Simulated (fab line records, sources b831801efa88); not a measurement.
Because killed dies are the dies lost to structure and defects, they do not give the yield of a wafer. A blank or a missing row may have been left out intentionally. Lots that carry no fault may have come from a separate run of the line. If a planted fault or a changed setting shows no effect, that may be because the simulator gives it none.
fab line records	flow sky130
[record] lots = 5	wafers = 23
route steps=708 shown LOCAL_INTERCONNECT@387 CONTACT@408 METAL1@435 VIA1@465
start_h: start of the lot's first displayed wafer, in hours after the record's first day	wait_h: time in hours since the lot's previous step	" the same as in the row above	L1.1+2: a row that stands for several wafers	- value missing, or start not given	* or withheld: withheld	< > ~ a bound
route shown NAME@n: NAME is a module with steps in the file, n the number in the route of the first one	usual: the fault-free wafers' mean and standard deviation	same: alike in all rows	chamber/n: place in a boat	sites: the reading at each site	_std_site: how widely they spread, as a standard deviation	_edge_site: inner sites' mean taken away from outer sites' mean	radius_mm: how far each site lies from the wafer's centre	mask NAME#n: copy n	behind: tool/chamber where the wafer was last shaped	hold: the reason the lot was held/the length of the hold in hours/how it ended	device: the transistor (n, p or np) that didn't switch	end of line: at the end of the route, the tests of the same wafers	a step given without rows: its recipe and nothing more	killed: the dies lost at the first sort to structure and to defects; this is not the yield of the wafer	map: shows each die of a wafer: x if killed, . if not, _ if none is there
set.NAME: setting as actually run; set.NAME@STEP: the setting as run at that earlier step	model.NAME: the simulator's own value behind a step, which no gauge read
lots run with intentionally changed settings; tables by step, rows by wafer
[[steps]]
[step SKY_LOCAL_INTERCONNECT_SPUTTER_00]
[recipe] material = TiN	target_thk_nm = 100	temp_c = 300	power_w = 6500	time_s = 83.3	chamber_pressure_pa = 0.4
lot.wafer	tool	chamber	start_h	wait_h	set.power_w	model.TiN_of_LOCAL_INTERCONNECT_SPUTTER_00.thk_nm
L074.1	pvd_sputter-03	-	757.92	0.1	6152	91.62
L074.2	"	-	"	"	6500	97.36
L074.3	"	-	"	"	6152	92.27
L074.5	"	-	"	"	6500	97.41
L074.6	"	-	"	"	6500	98.4
L079.2	pvd_sputter-03	-	759.04	0.2	6500	100
L079.4	"	-	"	"	6500	98.79
L079.5	"	-	"	"	6500	100.3
L082.1	pvd_sputter-02	-	760.01	0.2	6263	95.67
L082.2	"	-	"	"	6500	100.1
L082.3	"	-	"	"	6263	97.08
L082.4	"	-	"	"	6263	96.39
L082.6	"	-	"	"	6500	99.91
L081.1	pvd_sputter-02	-	761.29	0.1	7134	110.5
L081.2	"	-	"	"	6500	102.2
L081.3	"	-	"	"	6500	100.9
L081.4	"	-	"	"	7134	110.4
L081.6	"	-	"	"	7134	111.2
L084.1	pvd_sputter-04	-	835.63	0.2	6500	101.9
L084.2	"	-	"	"	6500	100.7
L084.3+4	"	-	"	"	6500	102.2
L084.6	"	-	"	"	6500	102.1
[step SKY_LOCAL_INTERCONNECT_RS_MEAS_01]
[recipe] thk_meas_gauge = four-point-probe	reads = TiN_of_LOCAL_INTERCONNECT_SPUTTER_00
[usual] LOCAL_INTERCONNECT_TIN_RS = 14.11/0.2
lot.wafer	tool	chamber	start_h	wait_h	set.power_w@LOCAL_INTERCONNECT_SPUTTER_00	LOCAL_INTERCONNECT_TIN_RS[ohm/sq]
L074.1	film_metro-02	-	757.99	0.0	6152	15.55
L074.2	"	-	"	"	6500	14.54
L074.3	"	-	"	"	6152	15.38
L074.5	"	-	"	"	6500	14.53
L074.6	"	-	"	"	6500	14.38
L079.2	film_metro-01	-	759.13	0.1	6500	14.09
L079.4	"	-	"	"	6500	14.29
L079.5	"	-	"	"	6500	14.10
L082.1	film_metro-04	-	760.07	0.0	6263	14.82
L082.2	"	-	"	"	6500	14.12
L082.3	"	-	"	"	6263	14.56
L082.4	"	-	"	"	6263	14.72
L082.6	"	-	"	"	6500	14.12
L081.1	film_metro-02	-	761.35	0.0	7134	12.74
L081.2	"	-	"	"	6500	13.82
L081.3	"	-	"	"	6500	14.01
L081.4	"	-	"	"	7134	12.75
L081.6	"	-	"	"	7134	12.65
L084.1	film_metro-02	-	835.87	0.2	6500	13.88
L084.2	"	-	"	"	6500	14.08
L084.3	"	-	"	"	6500	13.82
L084.4	"	-	"	"	6500	13.82
L084.6	"	-	"	"	6500	13.89
[step SKY_LOCAL_INTERCONNECT_THK_MEAS_02]
[recipe] thk_meas_gauge = xrf	reads = TiN_of_LOCAL_INTERCONNECT_SPUTTER_00
[usual] LOCAL_INTERCONNECT_TIN_THK = 100.4/1.4
lot.wafer	tool	chamber	start_h	wait_h	set.power_w@LOCAL_INTERCONNECT_SPUTTER_00	LOCAL_INTERCONNECT_TIN_THK[nm]
L074.1	film_metro-02	-	758.11	0.1	6152	92.1
L074.2	"	-	"	"	6500	97.5
L074.3	"	-	"	"	6152	92.4
L074.5	"	-	"	"	6500	97.7
L074.6	"	-	"	"	6500	98.7
L079.2	film_metro-01	-	759.24	0.1	6500	100.7
L079.4	"	-	"	"	6500	99.2
L079.5	"	-	"	"	6500	101.2
L082.1	film_metro-04	-	760.19	0.1	6263	95.4
L082.2	"	-	"	"	6500	100.1
L082.3	"	-	"	"	6263	97.4
L082.4	"	-	"	"	6263	96.2
L082.6	"	-	"	"	6500	99.5
L081.1	film_metro-02	-	761.47	0.1	7134	111.0
L081.2	"	-	"	"	6500	102.7
L081.3	"	-	"	"	6500	101.2
L081.4	"	-	"	"	7134	111.0
L081.6	"	-	"	"	7134	111.2
L084.1	film_metro-02	-	835.99	0.1	6500	102.0
L084.2	"	-	"	"	6500	100.7
L084.3	"	-	"	"	6500	102.6
L084.4	"	-	"	"	6500	102.1
L084.6	"	-	"	"	6500	102.1
[step SKY_LOCAL_INTERCONNECT_ETCH_13]
[recipe] chemistry = N2/H2	target = BARC	ion_energy_ev = 200	bias_w = 100	pressure_mtorr = 30	n2_flow_sccm = 100	h2_flow_sccm = 200	icp_w = 500	stop_on = SiO2	time_s = 45.9	target_depth_a = 600
lot.wafer	tool	chamber	start_h	wait_h	set.time_s	model.KrF-thick_of_LOCAL_INTERCONNECT_COAT_06.thk_nm
L074.1	rie_metal-04	0	783.74	0.0	51.16	-
L074.2	"	1	"	"	45.9	390.9
L074.3	"	0	"	"	45.9	-
L074.5	"	0	"	"	51.16	387.2
L074.6	"	1	"	"	45.9	390.2
L079.2	rie_metal-01	1	785.23	0.0	45.9	394.3
L079.4	"	1	"	"	45.9	393.5
L079.5	"	1	"	"	45.9	392.9
L082.1	rie_metal-04	0	786.23	0.0	45.9	393.2
L082.2	"	1	"	"	41.39	395.8
L082.3	"	1	"	"	41.39	397.3
L082.4	"	0	"	"	41.39	397
L082.6	"	0	"	"	45.9	393
L081.1	rie_metal-04	0	787.25	0.0	45.9	-
L081.2	"	1	"	"	43.01	394.5
L081.3	"	1	"	"	45.9	393.3
L081.4+6	"	0,1	"	"	43.01	-
L084.1	rie_metal-01	1	860.34	0.0	45.9	393.5
L084.2	"	0	"	"	45.9	395.2
L084.3+6	"	0,1	"	"	42.22	396.2
L084.4	"	1	"	"	42.22	396.8
[step SKY_LOCAL_INTERCONNECT_METAL_ETCH_14]
[recipe] target_depth_nm = 110	stop_on = PSG	chemistry = Cl2/BCl3	target = TiN	resist_sidewall_deg = 88	pressure_mtorr = 10	icp_w = 900	bias_w = 48.5	Cl2_flow_sccm = 60	bcl3_flow_sccm = 30	time_s = 31.4
[usual] oes_product_au = 0.942/0.0086
lot.wafer	tool	chamber	start_h	wait_h	set.power_w@LOCAL_INTERCONNECT_SPUTTER_00	oes_product_au
L074.1	rie_metal-04	0	783.81	0.0	6152	0.905
L074.2	"	1	"	"	6500	0.930
L074.3	"	0	"	"	6152	0.890
L074.5	"	0	"	"	6500	0.929
L074.6	"	1	"	"	6500	0.928
L079.2	rie_metal-01	1	785.29	0.0	6500	0.941
L079.4	"	1	"	"	6500	0.932
L079.5	"	1	"	"	6500	0.954
L082.1	rie_metal-04	0	786.29	0.0	6263	0.915
L082.2	"	1	"	"	6500	0.942
L082.3	"	1	"	"	6263	0.928
L082.4	"	0	"	"	6263	0.919
L082.6	"	0	"	"	6500	0.929
L081.1	rie_metal-04	0	787.31	0.0	7134	0.983
L081.2	"	1	"	"	6500	0.955
L081.3	"	1	"	"	6500	0.941
L081.4	"	0	"	"	7134	0.983
L081.6	"	1	"	"	7134	0.999
L084.1	rie_metal-01	1	860.41	0.0	6500	0.956
L084.2	"	0	"	"	6500	0.943
L084.3	"	0	"	"	6500	0.950
L084.4	"	1	"	"	6500	0.960
L084.6	"	1	"	"	6500	0.956
[step SKY_LOCAL_INTERCONNECT_STRIP_15]
[recipe] chemistry = O2/N2	power_w = 1400	pressure_mtorr = 1500	platen_temp_c = withheld	o2_flow_sccm = 3000	n2_flow_sccm = 300	overash_fraction = 0.5
[usual] strip_time_to_endpoint_s = 4.725/0.017
lot.wafer	tool	chamber	start_h	wait_h	set.time_s@LOCAL_INTERCONNECT_ETCH_13	strip_time_to_endpoint_s
L074.1	plasma_asher-02	0	783.86	0.0	51.16	4.646
L074.2	"	1	"	"	45.9	4.701
L074.3	"	0	"	"	45.9	4.704
L074.5	"	0	"	"	51.16	4.665
L074.6	"	1	"	"	45.9	4.685
L079.2	plasma_asher-04	1	785.35	0.0	45.9	4.749
L079.4	"	1	"	"	45.9	4.724
L079.5	"	0	"	"	45.9	4.730
L082.1	plasma_asher-04	0	786.35	0.0	45.9	4.746
L082.2	"	1	"	"	41.39	4.761
L082.3	"	1	"	"	41.39	4.782
L082.4	"	0	"	"	41.39	4.801
L082.6	"	1	"	"	45.9	4.740
L081.1	plasma_asher-04	0	787.37	0.0	45.9	4.714
L081.2	"	1	"	"	43.01	4.746
L081.3	"	0	"	"	45.9	4.715
L081.4	"	1	"	"	43.01	4.742
L081.6	"	1	"	"	43.01	4.750
L084.1	plasma_asher-01	0	860.46	0.0	45.9	4.717
L084.2	"	1	"	"	45.9	4.739
L084.3	"	1	"	"	42.22	4.768
L084.4	"	0	"	"	42.22	4.760
L084.6	"	1	"	"	42.22	4.747
[step SKY_CONTACT_HDPCVD_02]
[recipe] material = SiO2	target_thk_nm = 565	sigma_open_frac = 0.3	time_s = 94.2	temp_c = 600	sih4_flow_sccm = 60	pressure_mtorr = 6
lot.wafer	tool	chamber	start_h	wait_h	set.time_s	model.SiO2_of_CONTACT_HDPCVD_02.thk_nm
L074.1	hdpcvd-02	0	784.63	0.1	84.32	511.1
L074.2+6	"	2	"	"	84.32	-
L074.3	"	1	"	"	94.2	573.8
L074.5	"	0	"	"	94.2	569.3
L079.2	hdpcvd-01	2	786.07	0.0	94.2	570.7
L079.4	"	1	"	"	94.2	568.4
L079.5	"	0	"	"	94.2	567.1
L082.1+2	hdpcvd-02	2,1	787.04	0.1	105.3	-
L082.3	"	0	"	"	94.2	-
L082.4	"	1	"	"	94.2	577
L082.6	"	0	"	"	94.2	572.2
L081.1	hdpcvd-01	2	788.10	0.1	94.2	573.8
L081.2	"	0	"	"	94.2	567.1
L081.3	"	1	"	"	94.2	568.1
L081.4	"	1	"	"	94.2	564.2
L081.6	"	2	"	"	94.2	562.8
L084.1+6	hdpcvd-02	2	861.19	0.1	101	-
L084.2	"	0	"	"	94.2	575.6
L084.3	"	1	"	"	101	618.9
L084.4	"	0	"	"	94.2	572.3
[step SKY_CONTACT_THK_MEAS_03]
[recipe] reads = SiO2_of_CONTACT_HDPCVD_02
[usual] CONTACT_HDPCVD_THK = 566/7.2
lot.wafer	tool	chamber	start_h	wait_h	set.time_s@CONTACT_HDPCVD_02	CONTACT_HDPCVD_THK[nm]
L074.1	film_metro-02	-	784.70	0.0	84.32	511
L074.2	"	-	"	"	84.32	489
L074.3	"	-	"	"	94.2	574
L074.5	"	-	"	"	94.2	569
L074.6	"	-	"	"	84.32	488
L079.2	film_metro-03	-	786.15	0.0	94.2	570
L079.4	"	-	"	"	94.2	569
L079.5	"	-	"	"	94.2	567
L082.1	film_metro-03	-	787.11	0.0	105.3	622
L082.2	"	-	"	"	105.3	638
L082.3	"	-	"	"	94.2	568
L082.4	"	-	"	"	94.2	577
L082.6	"	-	"	"	94.2	572
L081.1	film_metro-01	-	788.16	0.0	94.2	574
L081.2	"	-	"	"	94.2	567
L081.3	"	-	"	"	94.2	568
L081.4	"	-	"	"	94.2	564
L081.6	"	-	"	"	94.2	563
L084.1	film_metro-02	-	861.26	0.0	101	600
L084.2	"	-	"	"	94.2	576
L084.3	"	-	"	"	101	619
L084.4	"	-	"	"	94.2	572
L084.6	"	-	"	"	101	605
[step SKY_CONTACT_CMP_04]
[recipe] material = SiO2	down_force_psi = 4	platen_rpm = 60	pad_velocity_m_s = 0.94248
[usual] time_to_endpoint_s = 78/3.7
lot.wafer	tool	chamber	start_h	wait_h	set.time_s@CONTACT_HDPCVD_02	time_to_endpoint_s
L074.2	cmp-01	3	784.81	0.1	84.32	50
L074.1	"	0	"	"	84.32	57
L074.3	"	1	"	"	94.2	82
L074.5	"	2	"	"	94.2	79
L074.6	"	3	"	"	84.32	49
L079.2	cmp-02	0	786.20	0.0	94.2	79
L079.4	"	1	"	"	94.2	73
L079.5	"	1	"	"	94.2	75
L082.2	cmp-02	2	787.17	0.0	105.3	103
L082.1	"	3	"	"	105.3	102
L082.3	"	0	"	"	94.2	80
L082.4	"	1	"	"	94.2	78
L082.6	"	3	"	"	94.2	83
L081.3	cmp-02	2	788.42	0.2	94.2	78
L081.4	"	3	"	"	94.2	78
L081.2	"	0	"	"	94.2	77
L081.1	"	1	"	"	94.2	76
L081.6	"	2	"	"	94.2	75
L084.3	cmp-02	2	861.60	0.3	101	97
L084.2	"	3	"	"	94.2	84
L084.1	"	0	"	"	101	91
L084.4	"	1	"	"	94.2	78
L084.6	"	3	"	"	101	96
[step SKY_CONTACT_EXPOSE_11]
[recipe] mask_id = CTM1	na = 0.8	source_shape = annular	sigma_inner = 0.55	sigma_outer = 0.85	target_cd_nm = 170	dose_mj = 38
lot.wafer	tool	chamber	start_h	wait_h	mask	set.dose_mj
L074.1+2	krf_scanner-02	0	-	-	CTM1#0	36.05
L074.3+5+6	"	0	"	"	CTM1#0	38
L079.2+4+5	krf_scanner-02	0	-	-	CTM1#0	38
L082.1+3	krf_scanner-01	0	-	-	CTM1#0	39.82
L082.2+4+6	"	0	"	"	CTM1#0	38
L081.1+2+3+4+6	krf_scanner-01	0	-	-	CTM1#0	38
L084.1+2+3+4+6	krf_scanner-01	0	-	-	CTM1#0	38
[step SKY_CONTACT_PEB_12]
[recipe] peb_temp_c = withheld	peb_time_s = withheld	resist = KrF-thick
[step SKY_CONTACT_DEVELOP_13]
[recipe] develop_time_s = 60	resist = KrF-thick	dev_temp_c = 21
[step SKY_CONTACT_CD_MEAS_14]
[recipe] target_cd_nm = 170
[usual] cd_nm = 169.4/2.1
lot.wafer	tool	chamber	start_h	wait_h	set.dose_mj@CONTACT_EXPOSE_11	cd_nm
L074.1	cd_sem-01	-	809.89	-	36.05	157.4
L074.2	"	-	"	"	36.05	157.4
L074.3	"	-	"	"	38	167.1
L074.5	"	-	"	"	38	166.0
L074.6	"	-	"	"	38	166.9
L079.2	cd_sem-02	-	811.61	-	38	167.2
L079.4	"	-	"	"	38	166.3
L079.5	"	-	"	"	38	165.7
L082.1	cd_sem-01	-	812.84	-	39.82	179.1
L082.2	"	-	"	"	38	170.4
L082.3	"	-	"	"	39.82	178.7
L082.4	"	-	"	"	38	170.4
L082.6	"	-	"	"	38	171.7
L081.1	cd_sem-02	-	814.16	-	38	169.4
L081.2	"	-	"	"	38	170.6
L081.3	"	-	"	"	38	169.5
L081.4	"	-	"	"	38	171.5
L081.6	"	-	"	"	38	170.6
L084.1	cd_sem-01	-	887.97	-	38	167.7
L084.2	"	-	"	"	38	168.6
L084.3	"	-	"	"	38	167.8
L084.4	"	-	"	"	38	168.4
L084.6	"	-	"	"	38	168.3
[step SKY_CONTACT_ETCH_16]
[recipe] chemistry = N2/H2	target = BARC	ion_energy_ev = 200	source_w = 500	bias_w = 100	pressure_mtorr = 30	n2_flow_sccm = 100	h2_flow_sccm = 200	stop_on = SiO2	time_s = 45.9	target_depth_a = 600
lot.wafer	tool	chamber	start_h	wait_h	set.dose_mj@CONTACT_EXPOSE_11	model.CONTACT.cd_nm
L074.1	rie_diel-04	1	810.04	0.0	36.05	156.6
L074.2	"	2	"	"	36.05	156.1
L074.3+6	"	0	"	"	38	165.5
L074.5	"	2	"	"	38	164.8
L079.2	rie_diel-02	1	811.74	0.0	38	168.4
L079.4	"	2	"	"	38	166.4
L079.5	"	2	"	"	38	165.1
L082.1	rie_diel-02	1	812.99	0.0	39.82	180.1
L082.2	"	0	"	"	38	171
L082.3	"	3	"	"	39.82	179.8
L082.4	"	2	"	"	38	170.4
L082.6	"	2	"	"	38	171.2
L081.1	rie_diel-03	0	814.31	0.0	38	168.7
L081.2+6	"	1,0	"	"	38	169.4
L081.3	"	3	"	"	38	169.6
L081.4	"	1	"	"	38	170.5
L084.1	rie_diel-03	0	888.13	0.0	38	167.5
L084.2	"	2	"	"	38	167.4
L084.3	"	3	"	"	38	168
L084.4	"	0	"	"	38	167.7
L084.6	"	3	"	"	38	169
[step SKY_CONTACT_CVD_24]
[recipe] material = W	target_thk_nm = 340	time_s = 102.12	temp_c = 400	pressure_torr = 40
lot.wafer	tool	chamber	start_h	wait_h	set.pressure_torr	model.W_of_CONTACT_CVD_24.thk_nm
L074.1	cvd_w-01	0	810.84	0.0	40	340.4
L074.2	"	1	"	"	40	341.6
L074.3	"	1	"	"	40	342
L074.5	"	1	"	"	40	347
L074.6	"	0	"	"	40	339.9
L079.2+5	cvd_w-01	1	812.53	0.0	40	339.8
L079.4	"	0	"	"	40	333.5
L082.1	cvd_w-02	1	813.79	0.0	37	325.6
L082.2	"	0	"	"	37	330.5
L082.3+6	"	1,0	"	"	37	327
L082.4	"	0	"	"	37	330.8
L081.1	cvd_w-01	1	815.14	0.0	36.12	331
L081.2	"	0	"	"	36.12	323.9
L081.3	"	0	"	"	36.12	326.1
L081.4	"	1	"	"	36.12	327.4
L081.6	"	1	"	"	36.12	327.8
L084.1	cvd_w-01	1	888.91	0.0	38.28	332
L084.2	"	0	"	"	38.28	329.4
L084.3	"	0	"	"	38.28	327.4
L084.4	"	1	"	"	38.28	337.9
L084.6	"	1	"	"	38.28	332.1
[step SKY_METAL1_SPUTTER_01]
[recipe] material = TiN	target_thk_nm = 20	power_w = 6500	time_s = 16.7	chamber_pressure_pa = 0.4
lot.wafer	tool	chamber	start_h	wait_h	set.time_s	model.TiN_of_METAL1_SPUTTER_01.thk_nm
L074.1	pvd_sputter-03	-	811.45	0.0	16.7	19.82
L074.2	"	-	"	"	15.34	18.28
L074.3	"	-	"	"	16.7	19.63
L074.5	"	-	"	"	16.7	19.69
L074.6	"	-	"	"	15.34	17.96
L079.2	pvd_sputter-03	-	813.29	0.0	16.7	19.75
L079.4+5	"	-	"	"	16.7	19.76
L082.1	pvd_sputter-01	-	814.40	0.0	18.49	22.34
L082.2	"	-	"	"	18.49	22.24
L082.3	"	-	"	"	18.49	22.21
L082.4	"	-	"	"	16.7	20.18
L082.6	"	-	"	"	16.7	20.15
L081.1	pvd_sputter-03	-	815.75	0.0	16.7	20.36
L081.2	"	-	"	"	16.7	20.45
L081.3	"	-	"	"	16.7	20.12
L081.4	"	-	"	"	16.7	20.35
L081.6	"	-	"	"	16.7	20.41
L084.1	pvd_sputter-03	-	889.53	0.0	18.01	21.31
L084.2	"	-	"	"	16.7	19.77
L084.3	"	-	"	"	16.7	19.69
L084.4	"	-	"	"	16.7	19.64
L084.6	"	-	"	"	18.01	21.37
[step SKY_VIA1_COAT_07]
[recipe] resist = KrF-thick	spin_rpm = 3000	resist_thk_nm = 450
lot.wafer	tool	chamber	start_h	wait_h	set.resist_thk_nm	model.KrF-thick_of_VIA1_COAT_07.thk_nm
L074.1	litho_track-02	0	-	-	450	449
L074.2	"	0	"	"	450	448.5
L074.3	"	0	"	"	450	448.6
L074.5	"	0	"	"	434.3	434.8
L074.6	"	0	"	"	434.3	433.8
L079.2	litho_track-03	0	-	-	450	449.2
L079.4	"	0	"	"	450	448.7
L079.5	"	0	"	"	450	448.6
L082.1	litho_track-03	0	-	-	450	447.9
L082.2	"	0	"	"	475.8	474
L082.3	"	0	"	"	475.8	475.3
L082.4	"	0	"	"	450	448.9
L082.6	"	0	"	"	450	450.6
L081.1	litho_track-03	0	-	-	435.4	433.5
L081.2	"	0	"	"	450	449.7
L081.3	"	0	"	"	435.4	434.3
L081.4	"	0	"	"	435.4	433.2
L081.6	"	0	"	"	450	447.6
L084.1	litho_track-03	0	-	-	450	450.7
L084.2	"	0	"	"	450	451.1
L084.3	"	0	"	"	450	451.8
L084.4	"	0	"	"	430.1	431.3
L084.6	"	0	"	"	430.1	430.4
[step SKY_VIA1_ETCH_14]
[recipe] chemistry = N2/H2	target = BARC	ion_energy_ev = 200	source_w = 500	bias_w = 100	pressure_mtorr = 30	n2_flow_sccm = 100	h2_flow_sccm = 200	stop_on = SiO2	time_s = 45.9	target_depth_a = 600
lot.wafer	tool	chamber	start_h	wait_h	set.bias_w	set.resist_thk_nm@VIA1_COAT_07	model.KrF-thick_of_VIA1_COAT_07.thk_nm
L074.1	rie_diel-03	3	863.76	0.0	100	450	391.3
L074.2	"	2	"	"	100	450	390.5
L074.3	"	0	"	"	100	450	390.9
L074.5	"	2	"	"	100	434.3	376.6
L074.6	"	0	"	"	100	434.3	376.1
L079.2	rie_diel-02	3	865.13	0.0	100	450	390.9
L079.4	"	2	"	"	100	450	391.3
L079.5	"	1	"	"	100	450	390.3
L082.1	rie_diel-03	0	866.30	0.0	100	450	390.7
L082.2	"	2	"	"	107.6	475.8	415.2
L082.3	"	3	"	"	100	475.8	417.3
L082.4	"	0	"	"	107.6	450	390.7
L082.6	"	3	"	"	100	450	393.2
L081.1	rie_diel-03	0	868.36	0.0	110.3	435.4	374.4
L081.2	"	3	"	"	100	450	391.7
L081.3	"	2	"	"	110.3	435.4	374.7
L081.4	"	3	"	"	100	435.4	375.2
L081.6	"	2	"	"	100	450	389.5
L084.1	rie_diel-02	3	939.64	0.0	100	450	392.5
L084.2	"	1	"	"	106.6	450	391.8
L084.3	"	2	"	"	100	450	394.5
L084.4	"	0	"	"	106.6	430.1	373.2
L084.6	"	0	"	"	106.6	430.1	372
[step SKY_VIA1_ETCH_15]
[recipe] target = SiO2	chemistry = C4F8/O2/Ar	target_depth_nm = 351	stop_on = TiN	mask_material = KrF-thick	source_w = 1500	bias_w = 1200	pressure_mtorr = 40	c4f8_flow_sccm = withheld	O2_flow_sccm = 6	Ar_flow_sccm = 300	time_s = 54
[step SKY_VIA1_STRIP_16]
[recipe] chemistry = O2/N2	power_w = 1400	pressure_mtorr = 1500	platen_temp_c = withheld	o2_flow_sccm = 3000	n2_flow_sccm = 300	overash_fraction = 0.5
[usual] strip_time_to_endpoint_s = 4.433/0.02
lot.wafer	tool	chamber	start_h	wait_h	set.resist_thk_nm@VIA1_COAT_07	strip_time_to_endpoint_s
L074.1	plasma_asher-03	1	863.85	0.0	450	4.426
L074.2	"	0	"	"	450	4.416
L074.3	"	0	"	"	450	4.431
L074.5	"	0	"	"	434.3	4.273
L074.6	"	1	"	"	434.3	4.245
L079.2	plasma_asher-03	1	865.22	0.0	450	4.445
L079.4	"	0	"	"	450	4.451
L079.5	"	1	"	"	450	4.406
L082.1	plasma_asher-01	0	866.39	0.0	450	4.416
L082.2	"	1	"	"	475.8	4.660
L082.3	"	1	"	"	475.8	4.707
L082.4	"	0	"	"	450	4.431
L082.6	"	0	"	"	450	4.458
L081.1	plasma_asher-03	1	868.45	0.0	435.4	4.239
L081.2	"	0	"	"	450	4.447
L081.3	"	0	"	"	435.4	4.241
L081.4	"	1	"	"	435.4	4.255
L081.6	"	0	"	"	450	4.401
L084.1	plasma_asher-02	0	939.73	0.0	450	4.448
L084.2	"	1	"	"	450	4.422
L084.3	"	0	"	"	450	4.479
L084.4	"	1	"	"	430.1	4.237
L084.6	"	1	"	"	430.1	4.228
[[key]]
[split] step = SKY_LOCAL_INTERCONNECT_SPUTTER_00	setting = power_w	stated = 6500	by = wafer
[response] step = SKY_LOCAL_INTERCONNECT_SPUTTER_00	reading = model.TiN_of_LOCAL_INTERCONNECT_SPUTTER_00.thk_nm	change = +0.972	per = 1%	r = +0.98
[response] step = SKY_LOCAL_INTERCONNECT_RS_MEAS_01	reading = LOCAL_INTERCONNECT_TIN_RS	change = -0.139	per = 1%	r = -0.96
[response] step = SKY_LOCAL_INTERCONNECT_THK_MEAS_02	reading = LOCAL_INTERCONNECT_TIN_THK	change = +0.964	per = 1%	r = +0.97
[response] step = SKY_LOCAL_INTERCONNECT_METAL_ETCH_14	reading = oes_product_au	change = +0.00446	per = 1%	r = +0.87
[split] step = SKY_LOCAL_INTERCONNECT_ETCH_13	setting = time_s	stated = 45.9	by = wafer
[response] step = SKY_LOCAL_INTERCONNECT_ETCH_13	reading = model.KrF-thick_of_LOCAL_INTERCONNECT_COAT_06.thk_nm	change = -0.306	per = 1%	r = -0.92
[response] step = SKY_LOCAL_INTERCONNECT_STRIP_15	reading = strip_time_to_endpoint_s	change = *	per = 1%	r = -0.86
[split] step = SKY_CONTACT_HDPCVD_02	setting = time_s	stated = 94.2	by = wafer
[response] step = SKY_CONTACT_HDPCVD_02	reading = model.SiO2_of_CONTACT_HDPCVD_02.thk_nm	change = +5.91	per = 1%	r = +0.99
[response] step = SKY_CONTACT_THK_MEAS_03	reading = CONTACT_HDPCVD_THK	change = +5.69	per = 1%	r = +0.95
[response] step = SKY_CONTACT_CMP_04	reading = time_to_endpoint_s	change = *	per = 1%	r = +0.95
[split] step = SKY_CONTACT_EXPOSE_11	setting = dose_mj	stated = 38	by = wafer
[response] step = SKY_CONTACT_CD_MEAS_14	reading = cd_nm	change = +1.75	per = 1%	r = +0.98
[response] step = SKY_CONTACT_ETCH_16	reading = model.CONTACT.cd_nm	change = +1.81	per = 1%	r = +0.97
[split] step = SKY_CONTACT_CVD_24	setting = pressure_torr	stated = 40	by = lot
[response] step = SKY_CONTACT_CVD_24	reading = model.W_of_CONTACT_CVD_24.thk_nm	change = +1.44	per = 1%	r = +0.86
[split] step = SKY_METAL1_SPUTTER_01	setting = time_s	stated = 16.7	by = wafer
[response] step = SKY_METAL1_SPUTTER_01	reading = model.TiN_of_METAL1_SPUTTER_01.thk_nm	change = +0.199	per = 1%	r = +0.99
[split] step = SKY_VIA1_COAT_07	setting = resist_thk_nm	stated = 450	by = wafer
[response] step = SKY_VIA1_COAT_07	reading = model.KrF-thick_of_VIA1_COAT_07.thk_nm	change = +4.46	per = 1%	r = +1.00
[response] step = SKY_VIA1_ETCH_14	reading = model.KrF-thick_of_VIA1_COAT_07.thk_nm	change = +4.44	per = 1%	r = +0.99
[response] step = SKY_VIA1_STRIP_16	reading = strip_time_to_endpoint_s	change = *	per = 1%	r = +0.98
[split] step = SKY_VIA1_ETCH_14	setting = bias_w	stated = 100	by = wafer
response none clear
